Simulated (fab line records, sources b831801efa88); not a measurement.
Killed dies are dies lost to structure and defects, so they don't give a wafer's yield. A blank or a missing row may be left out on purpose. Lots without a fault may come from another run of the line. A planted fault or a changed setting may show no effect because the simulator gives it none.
fab line records | flow sky130
record lots=5 wafers=15 last_day=50
route steps=708 shown VIA3@593 METAL4@598 CAP2M@603 PAD_OPEN@708
lots that met no fault: from a run of the same line without faults
start_h: hours from the record's first day to the start of the lot's first wafer shown | wait_h: hours since the lot's step before | " the same as in the row above | L1.1+2: a row that stands for several wafers | - no value, or no start given | * or withheld: withheld | < > ~ a bound
route shown NAME@n: a module of which the file shows steps, and the number in the route of the first | usual: mean/standard deviation of fault-free wafers | same: alike in all rows | chamber/n: place in a boat | sites: the reading at each site | _std_site: their standard deviation | _edge_site: outer sites' mean less inner sites' | radius_mm: how far each site lies from the wafer's centre | mask NAME#n: copy n | behind: the tool/chamber that last shaped the wafer | hold: why the lot was held/for how many hours/how that ended | device: the transistor (n, p or np) that didn't switch | end of line: the same wafers' tests at the end of the route | a step without rows: its recipe alone | killed: dies lost to structure and defects at the first sort, not the wafer's yield | map: a wafer's dies, x killed, . not, _ none there
set.NAME: the setting as run; set.NAME@STEP: as run at that earlier step | model.NAME: the simulator's own value behind a step, which no gauge read
lots at some steps of the route; a table a step, a row a wafer
services: from which hour (start_h, from the record's first day; less than 0 if before it) a tool's chamber was out of use, for how many hours, and why
## steps
# step SKY_VIA3_SPUTTER_20
# recipe material=TiN target_thk_nm=20 chamber_pressure_pa=5 power_w=4000 time_s=80
# usual throttle_valve_pct=30.4/1.3
# columns lot.wafer tool chamber start_h wait_h throttle_valve_pct
L537.2 pvd_sputter-04 - 939.74 0.0 29.7
L537.4 " - " " 28.7
L537.5 " - " " 29.7
L540.2 pvd_sputter-02 - 985.10 0.0 30.3
L540.4 " - " " 30.4
L540.6 " - " " 30.2
L546.4 pvd_sputter-04 - 1002.04 0.0 30.2
L546.5 " - " " 33.0
L546.6 " - " " 30.9
L555.3 pvd_sputter-02 - 1059.87 0.0 30.3
L555.4 " - " " 28.8
L555.5 " - " " 30.3
L558.1 pvd_sputter-03 - 1080.66 0.0 31.9
L558.4 " - " " 29.3
L558.6 " - " " 30.9
# step SKY_VIA3_CVD_21
# recipe material=W target_thk_nm=390 time_s=117.31 temp_c=400 pressure_torr=40
# step SKY_VIA3_RS_MEAS_22
# recipe thk_meas_gauge=four-point-probe reads=W_of_VIA3_CVD_21+TiN_of_VIA3_SPUTTER_20
# usual VIA3_W_RS=0.294/0.0036
# columns lot.wafer tool chamber start_h wait_h VIA3_W_RS[ohm/sq]
L537.2 film_metro-04 - 939.94 0.1 0.288
L537.4 " - " " 0.293
L537.5 " - " " 0.290
L540.2 film_metro-04 - 985.31 0.1 0.293
L540.4 " - " " 0.294
L540.6 " - " " 0.294
L546.4 film_metro-01 - 1002.29 0.1 0.293
L546.5 " - " " 0.297
L546.6 " - " " 0.293
L555.3 film_metro-04 - 1060.09 0.1 0.293
L555.4 " - " " 0.293
L555.5 " - " " 0.295
L558.1 film_metro-04 - 1080.85 0.1 0.299
L558.4 " - " " 0.294
L558.6 " - " " 0.294
# step SKY_VIA3_THK_MEAS_23
# recipe thk_meas_gauge=xrf reads=W_of_VIA3_CVD_21
# usual VIA3_W_THK=404/6.2
# columns lot.wafer tool chamber start_h wait_h VIA3_W_THK[nm]
L537.2 film_metro-04 - 940.05 0.1 414
L537.4 " - " " 408
L537.5 " - " " 409
L540.2 film_metro-04 - 985.42 0.1 404
L540.4 " - " " 405
L540.6 " - " " 403
L546.4 film_metro-01 - 1002.38 0.1 409
L546.5 " - " " 404
L546.6 " - " " 406
L555.3 film_metro-04 - 1060.19 0.1 404
L555.4 " - " " 406
L555.5 " - " " 400
L558.1 film_metro-04 - 1080.97 0.1 404
L558.4 " - " " 409
L558.6 " - " " 409
# step SKY_VIA3_CMP_24
# recipe stop_on=SiO2 t_overpolish_s=20 down_force_psi=3.5 platen_rpm=60 target_thk_nm=0 pad_velocity_m_s=0.94248
# step SKY_METAL4_SPUTTER_00
# recipe material=Ti target_thk_nm=15 power_w=3000 time_s=10 chamber_pressure_pa=0.4
# usual throttle_valve_pct=29.9/1.3
# columns lot.wafer tool chamber start_h wait_h throttle_valve_pct
L537.2 pvd_sputter-03 - 940.40 0.2 30.8
L537.4 " - " " 29.4
L537.5 " - " " 29.8
L540.2 pvd_sputter-01 - 985.77 0.1 29.5
L540.4 " - " " 31.3
L540.6 " - " " 28.4
L546.4 pvd_sputter-01 - 1002.71 0.1 31.1
L546.5 " - " " 29.3
L546.6 " - " " 28.2
L555.3 pvd_sputter-03 - 1060.53 0.2 29.2
L555.4 " - " " 29.5
L555.5 " - " " 30.9
L558.1 pvd_sputter-04 - 1081.33 0.2 29.8
L558.4 " - " " 28.6
L558.6 " - " " 29.6
# step SKY_METAL4_SPUTTER_01
# recipe material=TiN target_thk_nm=20 power_w=6500 time_s=16.7 chamber_pressure_pa=0.4
# step SKY_METAL4_SPUTTER_02
# recipe material=AlCu target_thk_nm=735 power_w=10600 time_s=39.1 chamber_pressure_pa=0.4
# usual throttle_valve_pct=29.9/1.3
# columns lot.wafer tool chamber start_h wait_h throttle_valve_pct
L537.2 pvd_sputter-03 - 940.45 0.0 30.6
L537.4 " - " " 29.0
L537.5 " - " " 29.7
L540.2 pvd_sputter-01 - 985.81 0.0 29.5
L540.4 " - " " 30.9
L540.6 " - " " 28.6
L546.4 pvd_sputter-01 - 1002.76 0.0 31.3
L546.5 " - " " 29.3
L546.6 " - " " 28.4
L555.3 pvd_sputter-03 - 1060.58 0.0 29.2
L555.4 " - " " 29.5
L555.5 " - " " 30.8
L558.1 pvd_sputter-04 - 1081.38 0.0 29.8
L558.4 " - " " 28.5
L558.6 " - " " 30.1
# step SKY_METAL4_SPUTTER_03
# recipe material=Ti target_thk_nm=5 power_w=3000 time_s=3.3 chamber_pressure_pa=0.4
# step SKY_METAL4_SPUTTER_04
# recipe material=TiN target_thk_nm=70 power_w=6500 time_s=58.3 chamber_pressure_pa=0.4
# step SKY_CAP2M_CVD_00
# recipe material=SiO2 target_thk_nm=15.5 temp_c=400 time_s=withheld rf_w=450
# step SKY_CAP2M_THK_MEAS_01
# recipe reads=SiO2_of_CAP2M_CVD_00
# usual CAP2M_CVD_00_THK=15.50/0.22
# columns lot.wafer tool chamber start_h wait_h CAP2M_CVD_00_THK[nm]
L537.2 film_metro-03 - 940.59 - 15.32
L537.4 " - " " 15.59
L537.5 " - " " 15.50
L540.2 film_metro-04 - 985.95 - 15.17
L540.4 " - " " 15.27
L540.6 " - " " 15.37
L546.4 film_metro-01 - 1002.91 - 15.63
L546.5 " - " " 15.65
L546.6 " - " " 15.67
L555.3 film_metro-04 - 1060.73 - 15.33
L555.4 " - " " 15.71
L555.5 " - " " 15.38
L558.1 film_metro-04 - 1081.53 - 15.42
L558.4 " - " " 15.78
L558.6 " - " " 15.70
# step SKY_CAP2M_SPUTTER_02
# recipe material=TiN target_thk_nm=200 temp_c=300 power_w=6500 time_s=166.7 chamber_pressure_pa=0.4
# usual throttle_valve_pct=29.8/0.86
# columns lot.wafer tool chamber start_h wait_h throttle_valve_pct
L537.2 pvd_sputter-01 - 940.64 0.0 29.2
L537.4 " - " " 28.9
L537.5 " - " " 31.1
L540.2 pvd_sputter-02 - 986.00 0.0 30.0
L540.4 " - " " 30.6
L540.6 " - " " 30.4
L546.4 pvd_sputter-02 - 1002.94 0.0 29.0
L546.5 " - " " 29.9
L546.6 " - " " 30.3
L555.3 pvd_sputter-01 - 1060.77 0.0 28.9
L555.4 " - " " 31.2
L555.5 " - " " 31.0
L558.1 pvd_sputter-01 - 1081.59 0.1 29.3
L558.4 " - " " 31.1
L558.6 " - " " 28.5
# step SKY_CAP2M_RS_MEAS_03
# recipe thk_meas_gauge=four-point-probe reads=TiN_of_CAP2M_SPUTTER_02
# usual CAP2M_TIN_RS=6.90/0.057
# columns lot.wafer tool chamber start_h wait_h CAP2M_TIN_RS[ohm/sq]
L537.2 film_metro-01 - 940.77 0.1 6.90
L537.4 " - " " 6.93
L537.5 " - " " 6.89
L540.2 film_metro-03 - 986.13 0.1 6.85
L540.4 " - " " 6.87
L540.6 " - " " 6.81
L546.4 film_metro-04 - 1003.13 0.1 6.91
L546.5 " - " " 6.94
L546.6 " - " " 6.88
L555.3 film_metro-01 - 1060.92 0.1 6.94
L555.4 " - " " 6.83
L555.5 " - " " 6.87
L558.1 film_metro-01 - 1081.75 0.1 6.93
L558.4 " - " " 6.86
L558.6 " - " " 6.91
# step SKY_CAP2M_THK_MEAS_04
# recipe thk_meas_gauge=xrf reads=TiN_of_CAP2M_SPUTTER_02
# usual CAP2M_TIN_THK=197.7/2.2
# columns lot.wafer tool chamber start_h wait_h CAP2M_TIN_THK[nm]
L537.2 film_metro-01 - 940.88 0.1 197.9
L537.4 " - " " 198.5
L537.5 " - " " 199.8
L540.2 film_metro-03 - 986.24 0.1 200.4
L540.4 " - " " 198.2
L540.6 " - " " 199.9
L546.4 film_metro-04 - 1003.22 0.1 196.1
L546.5 " - " " 195.6
L546.6 " - " " 197.7
L555.3 film_metro-01 - 1061.02 0.1 197.1
L555.4 " - " " 201.3
L555.5 " - " " 199.6
L558.1 film_metro-01 - 1081.87 0.1 197.4
L558.4 " - " " 200.2
L558.6 " - " " 197.6
# step SKY_CAP2M_DEHYDRATE_05
# recipe temp_c=200 time_s=60
# step SKY_CAP2M_HMDS_06
# recipe prime_time_s=60 prime_temp_c=120
# step SKY_CAP2M_COAT_07
# recipe resist=NOVOLAK spin_rpm=3000 resist_thk_nm=1140
# step SKY_CAP2M_SOFTBAKE_08
# recipe temp_c=90 time_s=60 resist=NOVOLAK
# step SKY_CAP2M_EXPOSE_09
# recipe mask_id=CAP2M na=0.6 source_shape=conventional sigma_outer=0.6 polarization=unpolarized target_cd_nm=1000 dose_mj=159
# step SKY_CAP2M_PEB_10
# recipe temp_c=withheld time_s=* resist=NOVOLAK
# step SKY_CAP2M_DEVELOP_11
# recipe resist=NOVOLAK developer=TMAH develop_time_s=60 dev_temp_c=23
# step SKY_CAP2M_OVL_MEAS_12
# usual CAP2M_OVL=0.0/1.6
# columns lot.wafer tool chamber start_h wait_h CAP2M_OVL[nm]
L537.2 overlay-02 - 964.77 0.1 -3.8
L537.4 " - " " -2.0
L537.5 " - " " -3.5
L540.2 overlay-02 - 1009.56 0.1 -1.3
L540.4 " - " " -1.0
L540.6 " - " " -1.2
L546.4 overlay-01 - 1025.53 0.1 0.2
L546.5 " - " " 1.2
L546.6 " - " " 1.5
L555.3 overlay-01 - 1082.08 0.1 1.3
L555.4 " - " " 0.5
L555.5 " - " " 1.0
L558.1 overlay-01 - 1102.11 0.1 1.0
L558.4 " - " " 0.9
L558.6 " - " " 1.8
# step SKY_CAP2M_METAL_ETCH_13
# recipe target_depth_nm=220 stop_on=SiO2 chemistry=Cl2/BCl3 target=TiN pressure_mtorr=10 icp_w=900 bias_w=48.5 Cl2_flow_sccm=60 bcl3_flow_sccm=30 time_s=62.9
# step SKY_CAP2M_STRIP_14
# recipe chemistry=O2/N2 power_w=1400 pressure_mtorr=1500 platen_temp_c=withheld o2_flow_sccm=3000 n2_flow_sccm=300 overash_fraction=0.5
# step SKY_CAP2M_STRIP_15
# recipe chemistry=post_etch_residue_remover time_s=1200 temp_c=72.5
# step SKY_CAP2M_CLEAN_16
# recipe chemistry=IPA time_s=180 temp_c=25
# step SKY_CAP2M_CLEAN_17
# recipe chemistry=O3/DIW dry=n2_spin
# step SKY_METAL4_DEHYDRATE_05
# recipe temp_c=200 time_s=60
# step SKY_METAL4_HMDS_06
# recipe prime_time_s=60 prime_temp_c=120
# step SKY_METAL4_COAT_07
# recipe resist=BARC temp_c=withheld time_s=withheld spin_rpm=3000 resist_thk_nm=60
# step SKY_METAL4_COAT_08
# recipe resist=KrF-thick spin_rpm=3000 resist_thk_nm=1140
# step SKY_METAL4_SOFTBAKE_09
# recipe temp_c=100 time_s=90 resist=KrF-thick
# step SKY_METAL4_EXPOSE_10
# recipe mask_id=MM4 na=0.68 source_shape=annular sigma_inner=0.4 sigma_outer=0.8 target_cd_nm=300 dose_mj=28
# step SKY_METAL4_PEB_11
# recipe peb_temp_c=withheld peb_time_s=withheld resist=KrF-thick
# step SKY_METAL4_DEVELOP_12
# recipe develop_time_s=60 resist=KrF-thick dev_temp_c=21
# step SKY_METAL4_CD_MEAS_13
# recipe target_cd_nm=300
# usual cd_nm=299.9/1.5
# columns lot.wafer tool chamber start_h wait_h cd_nm
L537.2 cd_sem-02 - 987.61 - 301.1
L537.4 " - " " 300.9
L537.5 " - " " 300.2
L540.2 cd_sem-02 - 1032.71 - 300.8
L540.4 " - " " 300.2
L540.6 " - " " 301.1
L546.4 cd_sem-01 - 1048.20 - 294.3
L546.5 " - " " 296.5
L546.6 " - " " 297.0
L555.3 cd_sem-02 - 1102.85 - 298.8
L555.4 " - " " 299.2
L555.5 " - " " 298.7
L558.1 cd_sem-02 - 1122.24 - 298.3
L558.4 " - " " 299.8
L558.6 " - " " 300.8
# step SKY_METAL4_OVL_MEAS_14
# usual METAL4_OVL=-1/6.1
# columns lot.wafer tool chamber start_h wait_h METAL4_OVL[nm]
L537.2 overlay-01 - 987.72 0.1 3
L537.4 " - " " -1
L537.5 " - " " 3
L540.2 overlay-01 - 1032.82 0.1 9
L540.4 " - " " 7
L540.6 " - " " 7
L546.4 overlay-01 - 1048.28 0.1 -8
L546.5 " - " " 0
L546.6 " - " " -8
L555.3 overlay-01 - 1102.95 0.1 -4
L555.4 " - " " -11
L555.5 " - " " -10
L558.1 overlay-02 - 1122.36 0.1 6
L558.4 " - " " -6
L558.6 " - " " 6
# step SKY_METAL4_DESCUM_15
# recipe chemistry=O2 source_power_w=150 bias_power_w=0 pressure_mtorr=10 temp_c=40 time_s=8
# usual drypump_motor_current_A=5.9/0.5 oes_product_au=0.999/0.009 rf_fwd_power_W=147.1/0.7
# columns lot.wafer tool chamber start_h wait_h drypump_motor_current_A oes_product_au rf_fwd_power_W rf_hours_counter_h
L537.2 rie_metal-02 0 987.75 0.0 6.6 0.997 147.3 6
L537.4 " 0 " " 6.6 0.999 147.3 -
L537.5 " 0 " " 6.6 0.995 147.8 -
L540.2 rie_metal-01 1 1032.85 0.0 5.2 1.002 147.6 9
L540.4 " 0 " " 6.4 0.995 147.3 -
L540.6 " 1 " " 5.2 0.981 147.4 -
L546.4 rie_metal-04 1 1048.31 0.0 6.0 1.012 148.1 -
L546.5 " 1 " " 6.0 1.024 146.7 -
L546.6 " 0 " " 6.0 0.997 146.6 -
L555.3 rie_metal-01 1 1102.98 0.0 5.2 0.997 147.3 -
L555.4 " 0 " " 6.4 1.006 147.3 -
L555.5 " 0 " " 6.4 0.996 147.3 -
L558.1 rie_metal-02 1 1122.39 0.0 5.5 1.001 147.7 6
L558.4 " 1 " " 5.5 1.016 147.4 -
L558.6 " 1 " " 5.5 1.002 147.3 -
# step SKY_METAL4_ETCH_16
# recipe chemistry=N2/H2 target=BARC ion_energy_ev=200 bias_w=100 pressure_mtorr=30 n2_flow_sccm=100 h2_flow_sccm=200 icp_w=500 stop_on=SiO2 time_s=88.2 target_depth_a=600
# step SKY_METAL4_ETCH_17
# recipe target=SiO2 stop_on=TiN chemistry=C4F8/O2/Ar source_w=1500 bias_w=1200 pressure_mtorr=40 c4f8_flow_sccm=withheld O2_flow_sccm=6 Ar_flow_sccm=300 time_s=3.9 target_depth_a=150
# step SKY_METAL4_METAL_ETCH_18
# recipe target_depth_a=8450 stop_on=SiO2 over_etch_frac=0.3 time_s=183.1 chemistry=Cl2/BCl3 resist_sidewall_deg=88 pressure_mtorr=10 icp_w=900 bias_w=48.5 Cl2_flow_sccm=60 bcl3_flow_sccm=30
# usual drypump_motor_current_A=5.9/0.49 oes_product_au=0.866/0.0065 rf_fwd_power_W=896.9/2.9 throttle_valve_pct=22.265/0.0087
# columns lot.wafer tool chamber start_h wait_h drypump_motor_current_A oes_product_au rf_fwd_power_W rf_hours_counter_h throttle_valve_pct
L537.2 rie_metal-01 1 987.90 0.0 5.2 0.863 897.1 6 22.256
L537.4 " 1 " " 5.2 0.875 898.6 - 22.267
L537.5 " 1 " " 5.2 0.867 892.8 - 22.264
L540.2 rie_metal-04 0 1033.00 0.0 6.0 0.866 899.5 0 22.251
L540.4 " 0 " " 6.0 0.866 898.3 - 22.284
L540.6 " 1 " " 6.0 0.868 899.0 - 22.263
L546.4 rie_metal-02 1 1048.51 0.1 5.4 0.865 899.0 - 22.260
L546.5 " 0 " " 6.6 0.877 893.5 - 22.281
L546.6 " 1 " " 5.4 0.865 897.0 - 22.249
L555.3 rie_metal-02 0 1103.18 0.1 6.6 0.864 902.5 - 22.278
L555.4 " 1 " " 5.4 0.861 895.4 - 22.271
L555.5 " 1 " " 5.5 0.878 895.3 - 22.267
L558.1 rie_metal-01 1 1122.54 0.0 5.2 0.871 899.4 15 22.269
L558.4 " 1 " " 5.2 0.870 900.5 - 22.249
L558.6 " 0 " " 6.4 0.854 899.3 - 22.258
# step SKY_PAD_OPEN_PROBE_99
# usual defect_limited_yield=82.5/1.9 killed_at_M0_to_M3=44/6.4 killed_at_M4_up=3.4/2.1 killed_at_contacts=23/5 killed_at_front_end=15/4.5 killed_at_other=0.3/0.54 killed_dies=86/9.5 killed_open=48/6.9 killed_short=38/5.9 sort_bin_3_pad_short=0.8/0.44 sort_bin_5_function=10.5/1.6 sort_bin_6_memory=6.1/1.1 sort_n_pass=406/9.5 sort_yield_pct=82.5/1.9
# same gross_dies=492 killed_at_back_side=0 sort_bin_4_leakage[%]=0 sort_bin_8_speed[%]=0
# columns lot.wafer tool chamber start_h wait_h defect_limited_yield[%] killed_at_M0_to_M3 killed_at_M4_up killed_at_contacts killed_at_front_end killed_at_other killed_dies killed_open killed_short sort_bin_3_pad_short[%] sort_bin_5_function[%] sort_bin_6_memory[%] sort_n_pass sort_yield_pct[%] model.etest.tester.sort_n_pass model.etest.tester.sort_yield_pct model.etest.tester.sort_bin_5_pct model.etest.tester.sort_bin_3_pct
L537.2 prober-02 - 1084.16 0.1 81.9 48 2 26 12 1 89 49 40 0.4 10.6 7.1 403 81.9 403 81.91 10.57 0.4065
L537.4 prober-02 - 1084.26 0.2 83.3 41 4 26 11 0 82 48 34 0.8 10.2 5.7 410 83.3 410 83.33 10.16 0.813
L537.5 prober-02 - 1084.31 0.2 83.9 44 1 20 14 0 79 45 34 0.8 10.8 4.5 413 83.9 413 83.94 10.77 0.813
L540.2 prober-02 - 1121.53 0.1 82.1 49 1 21 17 0 88 52 36 1.2 10.4 6.3 404 82.1 404 82.11 10.37 1.22
L540.4 prober-02 - 1121.63 0.2 80.3 44 5 27 21 0 97 55 41 1.0 11.8 6.9 395 80.3 395 80.28 11.79 1.016
L540.6 prober-02 - 1121.73 0.2 79.7 60 5 19 16 0 100 57 43 1.4 10.6 8.3 392 79.7 392 79.67 10.57 1.423
L546.4 prober-02 - 1134.56 0.2 82.3 40 3 22 22 0 87 43 44 1.2 10.2 6.3 405 82.3 405 82.32 10.16 1.22
L546.5 prober-02 - 1134.61 0.2 78.0 29 2 24 8 45 108 31 33 3.0 13.2 5.7 384 78.0 384 78.05 13.21 3.049
L546.6 prober-02 - 1134.66 0.2 81.1 43 2 34 14 0 93 52 40 1.2 11.2 6.5 399 81.1 399 81.1 11.18 1.22
L555.3 prober-01 - 1182.39 0.2 82.3 50 3 20 14 0 87 45 42 1.2 12.0 4.5 405 82.3 405 82.32 11.99 1.22
L555.4 prober-01 - 1182.44 0.2 83.1 36 3 34 10 0 83 50 33 0.2 11.0 5.7 409 83.1 409 83.13 10.98 0.2033
L555.5 prober-01 - 1182.49 0.2 83.9 38 5 21 15 0 79 44 35 0.8 8.9 6.3 413 83.9 413 83.94 8.943 0.813
L558.1 prober-02 - 1196.41 0.1 85.2 40 5 16 12 0 73 43 29 0.6 8.7 5.5 419 85.2 419 85.16 8.74 0.6098
L558.4 prober-02 - 1196.56 0.2 84.3 45 2 21 8 1 77 48 28 0.4 9.1 6.1 415 84.3 415 84.35 9.146 0.4065
L558.6 prober-02 - 1196.66 0.2 82.3 47 4 25 11 0 87 46 41 0.4 10.6 6.7 405 82.3 405 82.32 10.57 0.4065
# killed by level:class
L537.2 VIA1:geometric_particle:open=15 CONTACT:geometric_particle:open=8 LOCAL_INTERCONNECT:geometric_particle:short=6 VIA3:geometric_particle:short=6 VIA3:geometric_particle:open=6 CONTACT:geometric_particle:short=5 VIA2:geometric_particle:open=5 FIELD_ISO:geometric_particle:open=4
L537.4 VIA1:geometric_particle:open=15 CONTACT:geometric_particle:short=9 LI_CONTACT:geometric_particle:open=7 VIA2:geometric_particle:open=6 VIA1:geometric_particle:short=5 CONTACT:geometric_particle:open=5 VIA3:geometric_particle:open=5 FIELD_ISO:geometric_particle:open=3
L537.5 VIA1:geometric_particle:open=10 VIA3:geometric_particle:open=9 CONTACT:geometric_particle:open=6 LI_CONTACT:geometric_particle:open=5 LI_CONTACT:geometric_particle:short=5 METAL1:geometric_particle:short=5 METAL2:geometric_particle:short=5 VIA2:geometric_particle:open=5
L540.2 VIA1:geometric_particle:open=15 CONTACT:geometric_particle:open=10 VIA2:geometric_particle:open=8 METAL1:geometric_particle:short=6 METAL2:geometric_particle:short=6 FIELD_ISO:geometric_particle:short=4 POLY_GATE:geometric_particle:open=4 POLY_GATE:geometric_particle:short=4
L540.4 CONTACT:geometric_particle:open=10 VIA1:geometric_particle:open=9 VIA3:geometric_particle:open=9 VIA2:geometric_particle:open=8 POLY_GATE:geometric_particle:short=6 LI_CONTACT:geometric_particle:open=6 FIELD_ISO:geometric_particle:short=5 LOCAL_INTERCONNECT:geometric_particle:short=5
L540.6 VIA1:geometric_particle:open=15 VIA1:geometric_particle:short=9 CONTACT:geometric_particle:open=9 METAL2:geometric_particle:short=8 VIA2:geometric_particle:open=8 FIELD_ISO:geometric_particle:open=7 POLY_GATE:geometric_particle:open=6 METAL1:geometric_particle:short=5
L546.4 VIA1:geometric_particle:open=10 LI_CONTACT:geometric_particle:open=7 METAL1:geometric_particle:short=7 VIA3:geometric_particle:open=6 FIELD_ISO:geometric_particle:short=5 POLY_GATE:geometric_particle:short=5 VIA2:geometric_particle:open=5 CONTACT:geometric_particle:short=5
L546.5 CAP2M:unspecified=44 CONTACT:geometric_particle:short=9 VIA1:geometric_particle:open=7 LI_CONTACT:geometric_particle:open=6 CONTACT:geometric_particle:open=5 VIA2:geometric_particle:open=4 VIA3:geometric_particle:short=4 VIA3:geometric_particle:open=4
L546.6 CONTACT:geometric_particle:open=14 VIA3:geometric_particle:open=10 CONTACT:geometric_particle:short=8 VIA1:geometric_particle:open=7 VIA2:geometric_particle:open=6 LOCAL_INTERCONNECT:geometric_particle:short=5 VIA2:geometric_particle:short=5 POLY_GATE:geometric_particle:short=4
L555.3 VIA1:geometric_particle:open=12 CONTACT:geometric_particle:open=9 VIA1:geometric_particle:short=8 VIA3:geometric_particle:open=6 METAL2:geometric_particle:short=5 FIELD_ISO:geometric_particle:short=4 POLY_GATE:geometric_particle:open=4 POLY_GATE:geometric_particle:short=4
L555.4 LI_CONTACT:geometric_particle:open=12 CONTACT:geometric_particle:open=9 POLY_GATE:geometric_particle:open=6 METAL1:geometric_particle:short=6 CONTACT:geometric_particle:short=6 VIA1:geometric_particle:open=6 VIA2:geometric_particle:open=6 VIA1:geometric_particle:short=5
L555.5 CONTACT:geometric_particle:open=12 VIA1:geometric_particle:open=12 METAL1:geometric_particle:short=5 VIA2:geometric_particle:open=4 POLY_GATE:geometric_particle:open=4 POLY_GATE:geometric_particle:short=4 METAL4:geometric_particle:short=4 FIELD_ISO:geometric_particle:open=3
L558.1 VIA2:geometric_particle:open=9 CONTACT:geometric_particle:open=7 VIA3:geometric_particle:open=6 VIA1:geometric_particle:short=5 VIA1:geometric_particle:open=5 CONTACT:geometric_particle:short=4 METAL1:geometric_particle:short=4 METAL4:geometric_particle:short=4
L558.4 VIA1:geometric_particle:open=15 VIA3:geometric_particle:open=11 CONTACT:geometric_particle:open=9 LOCAL_INTERCONNECT:geometric_particle:short=6 LI_CONTACT:geometric_particle:open=5 METAL2:geometric_particle:short=4 VIA3:geometric_particle:short=4 POLY_GATE:geometric_particle:short=3
L558.6 LI_CONTACT:geometric_particle:open=9 VIA2:geometric_particle:open=8 VIA3:geometric_particle:open=8 VIA1:geometric_particle:open=7 METAL2:geometric_particle:short=7 CONTACT:geometric_particle:open=5 VIA1:geometric_particle:short=5 METAL3:geometric_particle:short=5
# map L546.5 (x killed, . not)
__________..x.x....._________
________.xx.x...x....x_______
______.....x....x....x.x_____
_____x.x.................____
____......x....x.xx...x...___
___...x....................__
__x............x..x.......x._
_.....x........x....x....x..x
_.....................x......
_.......x..xx....x.....x.x...
_..x..............x....xx....
_.xx.x.xx.................x..
_..xxxxxxx.x.......x.........
_xxxxxxx...x........xx.......
_xxxxxxxxxx......x...........
__xxxxxxxx.......x.........._
___xxxxx.x...x.x....x......__
____xxxx..x.......x.......___
_____xx................x.____
______x..x...x.........._____
________.........xx..x_______
__________.........._________
# map L540.6 (x killed, . not)
__________......xx.._________
________.xx........xx._______
______................x._____
_____x...x.x..x..x.......____
____...............x.....x___
___..x.......x....xx...x...__
__......xx.................._
_....x.xxxx......xx.x..x.x.xx
_.xxx.x.x.......x......x..x..
_......x..xx.x..xx..x....x.x.
_x.......x..x....x...x.......
_....x....x................x.
_...x.....x..x.x.............
_..........xx..xx...........x
_....x..x.......x.......x..xx
__........x.....x....xx....._
___.......x..x..x....x.....__
____x.x....x.x...xx.......___
_____.......x....x.x....x____
______...........xx....._____
________x......xx..xx._______
__________.x.x......_________
## services
# columns tool chamber start_h hours kind
pvd_sputter-01 1 932.81 - consumable_replace:kit
pvd_sputter-01 1 932.81 18.0 scheduled_down
pvd_sputter-01 1 932.81 18.0 vent_cycle
rie_metal-02 - 938.92 0.7 repair
rie_metal-01 - 942.45 2.6 repair
rie_metal-01 - 942.82 0.3 repair
pvd_sputter-04 0 958.13 - consumable_replace:kit
pvd_sputter-04 0 958.13 18.0 scheduled_down
pvd_sputter-04 0 958.13 18.0 vent_cycle
pvd_sputter-03 - 977.03 29.4 repair
rie_metal-02 1 1014.87 - clean
rie_metal-02 1 1014.87 15.3 scheduled_down
rie_metal-02 1 1014.87 15.3 vent_cycle
pvd_sputter-03 - 1041.82 4.0 repair
pvd_sputter-01 - 1048.57 3.3 repair
pvd_sputter-03 0 1066.16 - consumable_replace:kit
pvd_sputter-03 0 1066.16 18.0 scheduled_down
pvd_sputter-03 0 1066.16 18.0 vent_cycle
rie_metal-02 - 1068.06 1.4 pm
pvd_sputter-03 - 1068.66 4.1 repair
pvd_sputter-01 0 1089.25 - consumable_replace:kit
pvd_sputter-01 0 1089.25 18.0 scheduled_down
pvd_sputter-01 0 1089.25 18.0 vent_cycle
rie_metal-04 - 1092.43 0.4 repair
## key
first_sign step=SKY_PAD_OPEN_PROBE_99 reading=killed_at_other direction=up sigmas=45 usual=0.3 struck=45
effect step=SKY_PAD_OPEN_PROBE_99 reading=sort_bin_3_pad_short direction=up sigmas=5 usual=0.8 struck=3.0
model_effect step=SKY_PAD_OPEN_PROBE_99 value=etest.tester.sort_n_pass without=424 struck=384
met_at SKY_CAP2M_SPUTTER_02
struck_wafers L546.5
onset_between 986.00 1002.94
fault kind=chamber_particle_source tool=pvd_sputter-02 chamber=- onset_h=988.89 steps=SKY_CAP2M_SPUTTER_02 rate_per_visit_cm2=0.82661 end_h=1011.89 scope=struck_wafers_only
